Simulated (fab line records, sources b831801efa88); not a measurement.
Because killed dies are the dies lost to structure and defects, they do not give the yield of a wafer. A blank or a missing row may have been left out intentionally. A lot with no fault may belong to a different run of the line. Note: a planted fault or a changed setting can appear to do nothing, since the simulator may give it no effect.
Check of tool commonality || flow gf180mcu || 36 wafers sampled across 12 lots

== THE REASON FOR OPENING IT ==
Of 12 lots, 2 have the reading HV_LDD_2_TW flagged at GF_HV_LDD_TW_MEAS_23. No-fault wafers: 1058, standard deviation 9.6.
Rule: a lot is flagged in two cases, either no wafer of it has a number, or all its wafers with numbers fall more than 4 standard deviations from that mean. The rest of the lots are taken to be sound.

{"lot": "L525", "measured": "day 11 14:51", "on": "film-metro-03", "HV_LDD_2_TW, wafer by wafer": "1048 1044 1045", "flag": ""}
{"lot": "L526", "measured": "day 11 17:02", "on": "film-metro-01", "HV_LDD_2_TW, wafer by wafer": "1072 1068 1066", "flag": ""}
{"lot": "L527", "measured": "day 12 03:01", "on": "film-metro-02", "HV_LDD_2_TW, wafer by wafer": "1064 1061 1068", "flag": ""}
{"lot": "L528", "measured": "day 12 03:56", "on": "film-metro-03", "HV_LDD_2_TW, wafer by wafer": "1053 1045 1056", "flag": ""}
{"lot": "L530", "measured": "day 12 20:24", "on": "film-metro-01", "HV_LDD_2_TW, wafer by wafer": "1073 1069 1072", "flag": ""}
{"lot": "L534", "measured": "day 13 13:40", "on": "film-metro-03", "HV_LDD_2_TW, wafer by wafer": "1045 1046 1052", "flag": ""}
{"lot": "L541", "measured": "day 15 17:33", "on": "film-metro-02", "HV_LDD_2_TW, wafer by wafer": "30 30 30", "flag": "FLAGGED"}
{"lot": "L542", "measured": "day 16 03:16", "on": "film-metro-01", "HV_LDD_2_TW, wafer by wafer": "30 30 30", "flag": "FLAGGED"}
{"lot": "L545", "measured": "day 17 01:10", "on": "film-metro-03", "HV_LDD_2_TW, wafer by wafer": "1051 1046 1051", "flag": ""}
{"lot": "L546", "measured": "day 17 05:45", "on": "film-metro-03", "HV_LDD_2_TW, wafer by wafer": "1050 1054 1053", "flag": ""}
{"lot": "L547", "measured": "day 17 12:18", "on": "film-metro-03", "HV_LDD_2_TW, wafer by wafer": "1046 1056 1053", "flag": ""}
{"lot": "L548", "measured": "day 17 18:52", "on": "film-metro-01", "HV_LDD_2_TW, wafer by wafer": "1066 1064 1065", "flag": ""}
Flagged lots average 30: -1028 relative to the usual, that is -99 or more standard deviations.

== WHICH TOOL EACH LOT WENT THROUGH ==
The record holds 2 process steps before the reading, out of a route of 602 steps. Every cell lists first the tool, next ch and the chambers used by the sampled wafers, and last the start.
{"lot": "L525", "flag": "", "GF_HV_LDD_STRIP_10": "plasma-asher-02 ch 0,1, day 10 20:47", "GF_HV_LDD_STRIP_22": "plasma-asher-04 ch 0,1, day 11 14:45"}
{"lot": "L526", "flag": "", "GF_HV_LDD_STRIP_10": "plasma-asher-01 ch 0, day 10 22:30", "GF_HV_LDD_STRIP_22": "plasma-asher-01 ch 0, day 11 16:55"}
{"lot": "L527", "flag": "", "GF_HV_LDD_STRIP_10": "plasma-asher-02 ch 0,1, day 11 07:50", "GF_HV_LDD_STRIP_22": "plasma-asher-01 ch 0,1, day 12 02:56"}
{"lot": "L528", "flag": "", "GF_HV_LDD_STRIP_10": "plasma-asher-01 ch 0,1, day 11 08:59", "GF_HV_LDD_STRIP_22": "plasma-asher-02 ch 0,1, day 12 03:50"}
{"lot": "L530", "flag": "", "GF_HV_LDD_STRIP_10": "plasma-asher-02 ch 0,1, day 12 00:54", "GF_HV_LDD_STRIP_22": "plasma-asher-01 ch 0, day 12 20:17"}
{"lot": "L534", "flag": "", "GF_HV_LDD_STRIP_10": "plasma-asher-02 ch 0,1, day 12 18:17", "GF_HV_LDD_STRIP_22": "plasma-asher-01 ch 0,1, day 13 13:34"}
{"lot": "L541", "flag": "FLAGGED", "GF_HV_LDD_STRIP_10": "plasma-asher-01 ch 0,1, day 14 20:35", "GF_HV_LDD_STRIP_22": "plasma-asher-04 ch 0,1, day 15 17:26"}
{"lot": "L542", "flag": "FLAGGED", "GF_HV_LDD_STRIP_10": "plasma-asher-02 ch 0,1, day 15 04:59", "GF_HV_LDD_STRIP_22": "plasma-asher-01 ch 0,1, day 16 03:10"}
{"lot": "L545", "flag": "", "GF_HV_LDD_STRIP_10": "plasma-asher-04 ch 0,1, day 16 02:50", "GF_HV_LDD_STRIP_22": "plasma-asher-01 ch 0,1, day 17 01:03"}
{"lot": "L546", "flag": "", "GF_HV_LDD_STRIP_10": "plasma-asher-02 ch 0,1, day 16 07:15", "GF_HV_LDD_STRIP_22": "plasma-asher-01 ch 0,1, day 17 05:38"}
{"lot": "L547", "flag": "", "GF_HV_LDD_STRIP_10": "plasma-asher-04 ch 0,1, day 16 12:44", "GF_HV_LDD_STRIP_22": "plasma-asher-02 ch 0,1, day 17 12:11"}
{"lot": "L548", "flag": "", "GF_HV_LDD_STRIP_10": "plasma-asher-01 ch 0,1, day 16 19:41", "GF_HV_LDD_STRIP_22": "plasma-asher-02 ch 0,1, day 17 18:46"}
These steps, and what they do:
- GF_HV_LDD_STRIP_10: strips in O2/N2.
- GF_HV_LDD_STRIP_22: strips in O2/N2.
- GF_HV_LDD_TW_MEAS_23

== FLAGGED OVER TOTAL, TOOL BY TOOL (the gauges that took the reading come last) ==
{"step": "GF_HV_LDD_STRIP_10", "tool": "plasma-asher-01", "lots run": 4, "flagged": 1, "share of the flagged lots": "some", "sound lots run after its first flagged lot": "1 (L548)"}
{"step": "GF_HV_LDD_STRIP_10", "tool": "plasma-asher-02", "lots run": 6, "flagged": 1, "share of the flagged lots": "some", "sound lots run after its first flagged lot": "1 (L546)"}
{"step": "GF_HV_LDD_STRIP_10", "tool": "plasma-asher-04", "lots run": 2, "flagged": 0, "share of the flagged lots": "none", "sound lots run after its first flagged lot": "-"}
{"step": "GF_HV_LDD_STRIP_22", "tool": "plasma-asher-01", "lots run": 7, "flagged": 1, "share of the flagged lots": "some", "sound lots run after its first flagged lot": "2 (L545,L546)"}
{"step": "GF_HV_LDD_STRIP_22", "tool": "plasma-asher-02", "lots run": 3, "flagged": 0, "share of the flagged lots": "none", "sound lots run after its first flagged lot": "-"}
{"step": "GF_HV_LDD_STRIP_22", "tool": "plasma-asher-04", "lots run": 2, "flagged": 1, "share of the flagged lots": "some", "sound lots run after its first flagged lot": 0}
{"step": "GF_HV_LDD_TW_MEAS_23", "tool": "film-metro-01", "lots run": 4, "flagged": 1, "share of the flagged lots": "some", "sound lots run after its first flagged lot": "1 (L548)"}
{"step": "GF_HV_LDD_TW_MEAS_23", "tool": "film-metro-02", "lots run": 2, "flagged": 1, "share of the flagged lots": "some", "sound lots run after its first flagged lot": 0}
{"step": "GF_HV_LDD_TW_MEAS_23", "tool": "film-metro-03", "lots run": 6, "flagged": 0, "share of the flagged lots": "none", "sound lots run after its first flagged lot": "-"}

== WHAT THE TABLE ALLOWS ==
No row of the table ran every flagged lot.

== WHAT THE SIMULATOR HAD PUT IN ==
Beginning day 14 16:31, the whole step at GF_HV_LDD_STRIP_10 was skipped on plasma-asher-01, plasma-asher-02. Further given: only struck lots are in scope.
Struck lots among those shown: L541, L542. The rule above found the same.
